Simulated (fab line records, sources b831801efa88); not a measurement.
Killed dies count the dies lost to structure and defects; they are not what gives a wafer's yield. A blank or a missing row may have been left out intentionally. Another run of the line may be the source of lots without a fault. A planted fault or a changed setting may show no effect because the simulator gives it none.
What tool caused it? -- flow sky130 -- 11 lots with 33 wafers sampled at 3 steps, on a route of 708 steps

WHAT THE GAUGES SHOWED, per wafer
SKY_VIA4_RS_MEAS_19: measurement is done with a four-point probe.
lot,measured,on,VIA4_W_RS (ohm/sq)
L487,day 42 13:23,film metro-01,0.229 0.222 0.223
L488,day 43 03:54,film metro-01,0.229 0.225 0.230
L489,day 43 04:46,film metro-04,0.222 0.221 0.222
L494,day 44 19:52,film metro-02,0.216 0.224 0.222
L502,day 47 01:37,film metro-04,0.231 0.230 0.230
L504,day 47 10:14,film metro-02,0.229 0.225 0.231
L505,day 47 12:58,film metro-04,0.226 0.230 0.233
L506,day 47 19:43,film metro-01,0.224 0.224 0.229
L507,day 47 19:30,film metro-02,0.222 0.221 0.225
L508,day 48 06:50,film metro-04,0.230 0.224 0.232
L510,day 48 14:34,film metro-02,0.223 0.228 0.227

WHAT TOOL EACH LOT RAN ON (gives the tool, then ch and the chambers of the sampled wafers, and finally the start)
lot,SKY_VIA2_CMP_24,SKY_VIA4_CVD_18
L487,"cmp-02 ch 0,1,3, day 36 04:00","cvd w-01 ch 0,1, day 42 13:13"
L488,"cmp-02 ch 1,2,3, day 36 14:16","cvd w-02 ch 0,1, day 43 03:45"
L489,"cmp-02 ch 0,1,2, day 36 16:59","cvd w-01 ch 0, day 43 04:37"
L494,"cmp-02 ch 0,1,2, day 38 14:44","cvd w-01 ch 0,1, day 44 19:41"
L502,"cmp-02 ch 0,1,3, day 41 05:25","cvd w-02 ch 0, day 47 01:28"
L504,"cmp-01 ch 1,2,3, day 41 14:55","cvd w-02 ch 0,1, day 47 10:05"
L505,"cmp-02 ch 0,1,2, day 41 19:23","cvd w-02 ch 0,1, day 47 12:48"
L506,"cmp-01 ch 1,2, day 42 04:14","cvd w-01 ch 0,1, day 47 19:32"
L507,"cmp-02 ch 0,2,3, day 42 05:28","cvd w-02 ch 0,1, day 47 19:21"
L508,"cmp-01 ch 1,3, day 42 12:51","cvd w-01 ch 0,1, day 48 06:39"
L510,"cmp-02 ch 0,1,2, day 43 03:57","cvd w-01 ch 0,1, day 48 14:25"
- SKY_VIA2_CMP_24: polishes, stops on SiO2, t overpolish 20 s, target thk 0 nm.
- SKY_VIA4_CVD_18: deposits W, target thk 505 nm, time 152.14 s.

AS READ BY THE TOOLS THEMSELVES (means over the sampled wafers that have a number; for cases with no such wafer, the mark the record gives instead)
SKY_VIA2_CMP_24.
lot,tool,motor current A (A),overpolish run s (s),platen rpm (rpm),slurry flow ml min,time to endpoint s (s)
L487,cmp-02,11.6,20.002,59.99,150.5,99
L488,cmp-02,11.7,20.007,59.98,149.4,100
L489,cmp-02,12.4,20.007,60.01,150.2,103
L494,cmp-02,12.5,19.995,59.99,150.0,108
L502,cmp-02,11.2,19.998,59.99,149.8,103
L504,cmp-01,11.0,19.995,59.97,149.9,104
L505,cmp-02,12.6,20.002,59.98,150.4,98
L506,cmp-01,10.8,20.006,59.97,149.8,105
L507,cmp-02,11.5,20.002,60.00,150.2,100
L508,cmp-01,11.0,20.004,59.97,150.2,101
L510,cmp-02,12.0,19.996,60.00,150.1,106

SKY_VIA4_CVD_18.
lot,tool,heater power outer w (W),heater power w (W)
L487,cvd w-01,443,770
L488,cvd w-02,505,817
L489,cvd w-01,436,796
L494,cvd w-01,466,748
L502,cvd w-02,503,822
L504,cvd w-02,514,822
L505,cvd w-02,507,834
L506,cvd w-01,450,780
L507,cvd w-02,499,841
L508,cvd w-01,462,758
L510,cvd w-01,474,765

THE ANSWER, worked out from the rows above alone
Rule: usual is defined by the lots themselves. Put in order of their means at a reading, lots are off if they are a third of the lots or fewer, leave a main group of 4 or more, and stand apart from it by a gap of 3 or more times the standard deviation of the main group's means; of several such gaps the widest counts. The tables above print the reading to a certain number of digits; a main group whose means all agree to those digits is not used. A lot without any number at a reading at which 4 lots or more have one is off too. The other lots that the step has rows for count as sound. After the gauges, taken in route order, come the tools' own readings; for these a lot's mean is taken, as printed above. At the first step where some lot is off, the reading lying furthest off is the one used; lots without a number count as furthest.
No lot is off at any reading shown: from this, nothing can be told.

WHAT HAD BEEN PUT IN BY THE SIMULATOR
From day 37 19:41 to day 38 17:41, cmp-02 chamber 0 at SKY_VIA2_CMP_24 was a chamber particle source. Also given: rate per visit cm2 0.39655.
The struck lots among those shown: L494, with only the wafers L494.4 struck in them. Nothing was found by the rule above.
